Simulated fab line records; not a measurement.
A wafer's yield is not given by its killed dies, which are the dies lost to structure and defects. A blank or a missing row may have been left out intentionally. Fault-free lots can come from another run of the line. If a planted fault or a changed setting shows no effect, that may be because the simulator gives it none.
Which tool is to blame? | flow sky130 | 36 wafers from 12 lots sampled at 5 of the route's 708 steps

## WHAT THE GAUGES READ, wafer by wafer
No reading from a measuring or inspecting step in the record can be judged against a usual standard deviation.

## WHICH TOOL RAN EACH LOT (tool, then ch and the chambers of the sampled wafers, then the start)
lot  | SKY_VIA1_CMP_02               | SKY_VIA1_CVD_21               | SKY_VIA1_CMP_24               | SKY_METAL2_SPUTTER_04        | SKY_PAD_OPEN_PROBE_99
L413 | cmp-01 ch 0,2, day 32 21:50   | cvd_w-01 ch 0,1, day 34 01:41 | cmp-02 ch 1,2, day 34 01:58   | pvd_sputter-03, day 34 02:21 | prober-01, day 45 21:49
L414 | cmp-02 ch 0,2,3, day 34 15:41 | cvd_w-02 ch 0,1, day 35 19:26 | cmp-01 ch 0,1,3, day 35 19:46 | pvd_sputter-01, day 35 20:06 | prober-02, day 47 07:36
L415 | cmp-01 ch 0,1,2, day 34 18:21 | cvd_w-02 ch 1, day 35 21:17   | cmp-01 ch 0,3, day 35 21:34   | pvd_sputter-01, day 35 21:58 | prober-01, day 47 07:10
L418 | cmp-02 ch 0,1,3, day 35 02:24 | cvd_w-01 ch 0,1, day 36 04:56 | cmp-01 ch 1,2,3, day 36 05:19 | pvd_sputter-02, day 36 05:36 | prober-01, day 47 14:39
L417 | cmp-01 ch 1,2, day 35 03:52   | cvd_w-02 ch 0,1, day 36 06:31 | cmp-02 ch 0,1, day 36 06:46   | pvd_sputter-03, day 36 07:09 | prober-02, day 47 17:49
L420 | cmp-01 ch 0,1, day 35 10:04   | cvd_w-02 ch 0,1, day 36 13:13 | cmp-01 ch 1,2, day 36 13:29   | pvd_sputter-01, day 36 13:53 | prober-01, day 47 20:48
L419 | cmp-01 ch 0,1,2, day 35 12:12 | cvd_w-01 ch 0,1, day 36 15:39 | cmp-01 ch 0,1,2, day 36 16:02 | pvd_sputter-03, day 36 16:17 | prober-02, day 47 23:29
L422 | cmp-01 ch 1,2, day 35 18:27   | cvd_w-01 ch 0,1, day 36 22:25 | cmp-01 ch 0,1, day 36 22:44   | pvd_sputter-03, day 36 23:05 | prober-01, day 48 01:59
L423 | cmp-02 ch 0,1, day 36 03:47   | cvd_w-01 ch 0,1, day 37 07:07 | cmp-01 ch 0,1,2, day 37 07:29 | pvd_sputter-01, day 37 07:46 | prober-01, day 48 12:33
L424 | cmp-01 ch 0,1,3, day 36 07:25 | cvd_w-01 ch 0,1, day 37 11:16 | cmp-02 ch 1,2,3, day 37 11:32 | pvd_sputter-03, day 37 11:56 | prober-02, day 48 13:43
L425 | cmp-02 ch 0,1,3, day 36 19:32 | cvd_w-01 ch 0, day 37 23:38   | cmp-01 ch 0,1, day 37 23:55   | pvd_sputter-03, day 38 00:18 | prober-01, day 48 21:32
L435 | cmp-02 ch 0,1,2, day 39 16:03 | cvd_w-02 ch 0,1, day 40 18:29 | cmp-02 ch 1,2, day 40 18:45   | pvd_sputter-02, day 40 19:08 | prober-01, day 50 18:46
- SKY_VIA1_CMP_02: polishes SiO2.
- SKY_VIA1_CVD_21: deposits W, target thk 270 nm, time 80.902 s.
- SKY_VIA1_CMP_24: polishes, stops on SiO2, t overpolish 15 s, target thk 0 nm.
- SKY_METAL2_SPUTTER_04: material TiN, target thk 70 nm, time 58.3 s.
- SKY_PAD_OPEN_PROBE_99

## AS READ BY THE TOOLS THEMSELVES (means over the sampled wafers that have a number; for cases with no such wafer, the mark the record gives instead)
SKY_VIA1_CMP_02. Usual: motor_current_A at 11.7 A, with a standard deviation of 1.5.
lot  | tool   | motor_current_A (A) | flag
L413 | cmp-01 | 12.2                |
L414 | cmp-02 | 11.6                |
L415 | cmp-01 | 11.8                |
L418 | cmp-02 | 11.3                |
L417 | cmp-01 | 11.9                |
L420 | cmp-01 | 10.5                |
L419 | cmp-01 | 11.6                |
L422 | cmp-01 | 12.8                |
L423 | cmp-02 | 11.4                |
L424 | cmp-01 | 10.8                |
L425 | cmp-02 | 11.4                |
L435 | cmp-02 | 12.2                |

SKY_VIA1_CVD_21. Usual: heater_power_w at 914 W, with a standard deviation of 57.
lot  | tool     | heater_power_w (W) | flag
L413 | cvd_w-01 | 882                |
L414 | cvd_w-02 | 918                |
L415 | cvd_w-02 | 1021               |
L418 | cvd_w-01 | 900                |
L417 | cvd_w-02 | 983                |
L420 | cvd_w-02 | 963                |
L419 | cvd_w-01 | 906                |
L422 | cvd_w-01 | 888                |
L423 | cvd_w-01 | 917                |
L424 | cvd_w-01 | 895                |
L425 | cvd_w-01 | 923                |
L435 | cvd_w-02 | 937                |

SKY_VIA1_CMP_24. Usual: motor_current_A 10.7 A, standard deviation 1.4; overpolish_run_s 15.000 s, standard deviation 0.01; time_to_endpoint_s 66 s, standard deviation 4.5.
lot  | tool   | motor_current_A (A) | overpolish_run_s (s) | time_to_endpoint_s (s) | flag
L413 | cmp-02 | 12.3                | 14.995               | 71                     |
L414 | cmp-01 | 9.6                 | 14.987               | 64                     |
L415 | cmp-01 | 9.9                 | 14.999               | 67                     |
L418 | cmp-01 | 11.2                | 14.991               | 65                     |
L417 | cmp-02 | 11.2                | 15.002               | 71                     |
L420 | cmp-01 | 10.9                | 15.008               | 63                     |
L419 | cmp-01 | 10.4                | 14.995               | 61                     |
L422 | cmp-01 | 10.0                | 15.000               | 61                     |
L423 | cmp-01 | 11.0                | 15.007               | 63                     |
L424 | cmp-02 | 11.4                | 15.002               | 67                     |
L425 | cmp-01 | 9.6                 | 15.004               | 41                     | OFF
L435 | cmp-02 | 11.8                | 15.003               | 70                     |

SKY_METAL2_SPUTTER_04. Usual: throttle_valve_pct at 30.1 %, with a standard deviation of 1.2.
lot  | tool           | throttle_valve_pct (%) | flag
L413 | pvd_sputter-03 | 30.3                   |
L414 | pvd_sputter-01 | 30.9                   |
L415 | pvd_sputter-01 | 30.8                   |
L418 | pvd_sputter-02 | 26.9                   |
L417 | pvd_sputter-03 | 30.5                   |
L420 | pvd_sputter-01 | 31.3                   |
L419 | pvd_sputter-03 | 30.1                   |
L422 | pvd_sputter-03 | 30.3                   |
L423 | pvd_sputter-01 | 31.1                   |
L424 | pvd_sputter-03 | 30.0                   |
L425 | pvd_sputter-03 | 30.1                   |
L435 | pvd_sputter-02 | 28.7                   |

SKY_PAD_OPEN_PROBE_99. Usual: defect_limited_yield 82.7 %, standard deviation 2; killed_at_M0_to_M3 43, standard deviation 7.4; killed_at_M4_up 3.5, standard deviation 2.1; killed_at_contacts 24, standard deviation 5.4; killed_at_front_end 15, standard deviation 4.7; killed_at_other 0.2, standard deviation 0.44; killed_dies 85, standard deviation 10; killed_open 47, standard deviation 7.1; killed_short 38, standard deviation 7; sort_bin_3_pad_short 0.9 %, standard deviation 0.41; sort_bin_5_function 10.4 %, standard deviation 1.6; sort_bin_6_memory 6.1 %, standard deviation 1.1; sort_n_pass 407, standard deviation 10; sort_yield_pct 82.7 %, standard deviation 2.
lot  | tool      | defect_limited_yield (%) | killed_at_M0_to_M3 | killed_at_M4_up | killed_at_contacts | killed_at_front_end | killed_at_other | killed_dies | killed_open | killed_short | sort_bin_3_pad_short (%) | sort_bin_5_function (%) | sort_bin_6_memory (%) | sort_n_pass | sort_yield_pct (%) | flag
L413 | prober-01 | 81.6                     | 47                 | 2.7             | 27                 | 14                  | 0.3             | 91          | 51          | 40           | 0.8                      | 10.9                    | 6.8                   | 401         | 81.6               |
L414 | prober-02 | 81.4                     | 52                 | 4.0             | 24                 | 11                  | 0.0             | 92          | 53          | 39           | 0.9                      | 11.9                    | 5.8                   | 400         | 81.4               |
L415 | prober-01 | 83.1                     | 45                 | 4.0             | 21                 | 13                  | 0.0             | 83          | 42          | 41           | 0.9                      | 9.6                     | 6.4                   | 409         | 83.1               |
L418 | prober-01 | 83.5                     | 40                 | 5.7             | 23                 | 12                  | 0.3             | 81          | 42          | 39           | 0.9                      | 10.0                    | 5.6                   | 411         | 83.5               |
L417 | prober-02 | 82.0                     | 41                 | 3.0             | 30                 | 15                  | 0.3             | 89          | 53          | 36           | 1.2                      | 10.8                    | 6.0                   | 403         | 82.0               |
L420 | prober-01 | 81.5                     | 44                 | 2.3             | 27                 | 16                  | 0.7             | 91          | 52          | 39           | 0.5                      | 11.3                    | 6.6                   | 401         | 81.5               |
L419 | prober-02 | 82.3                     | 36                 | 4.7             | 27                 | 19                  | 0.3             | 87          | 52          | 35           | 0.9                      | 10.1                    | 6.7                   | 405         | 82.3               |
L422 | prober-01 | 83.0                     | 43                 | 3.0             | 24                 | 14                  | 0.0             | 84          | 44          | 40           | 0.8                      | 9.5                     | 6.7                   | 408         | 83.0               |
L423 | prober-01 | 83.1                     | 40                 | 1.3             | 26                 | 16                  | 0.3             | 83          | 48          | 35           | 0.9                      | 10.4                    | 5.6                   | 409         | 83.1               |
L424 | prober-02 | 81.7                     | 42                 | 3.3             | 24                 | 21                  | 0.0             | 90          | 52          | 39           | 0.9                      | 11.4                    | 6.0                   | 402         | 81.7               |
L425 | prober-01 | 84.1                     | 38                 | 2.7             | 24                 | 13                  | 0.3             | 78          | 48          | 30           | 0.5                      | 9.7                     | 5.8                   | 414         | 84.1               |
L435 | prober-01 | 84.9                     | 34                 | 0.0             | 26                 | 15                  | 0.0             | 74          | 47          | 27           | 0.7                      | 9.6                     | 4.9                   | 418         | 84.9               |

## THE ANSWER, worked out from the rows above alone
Rule: lot off if the mean of its wafers having a number is beyond 3 standard deviations from the usual mean. A lot without any number at a reading at which 4 lots or more have one is off too. All remaining lots with rows at the step are treated as sound. After the gauges, taken in route order, come the tools' own readings; for these a lot's mean is taken, as printed above. The first step at which some lot is off is used, and at that step the reading that is off furthest; a lot without a number counts as furthest.
Off at SKY_VIA1_CMP_24 (time_to_endpoint_s): L425.
If a tool, at that step or one of the process steps before it, ran each lot that is off and ran no sound lot following the first of them, it fits. 2 tools fit, cvd_w-01 at SKY_VIA1_CVD_21 and cmp-01 at SKY_VIA1_CMP_24, so this cannot tell which one it is.

## WHAT THE SIMULATOR HAD PUT IN
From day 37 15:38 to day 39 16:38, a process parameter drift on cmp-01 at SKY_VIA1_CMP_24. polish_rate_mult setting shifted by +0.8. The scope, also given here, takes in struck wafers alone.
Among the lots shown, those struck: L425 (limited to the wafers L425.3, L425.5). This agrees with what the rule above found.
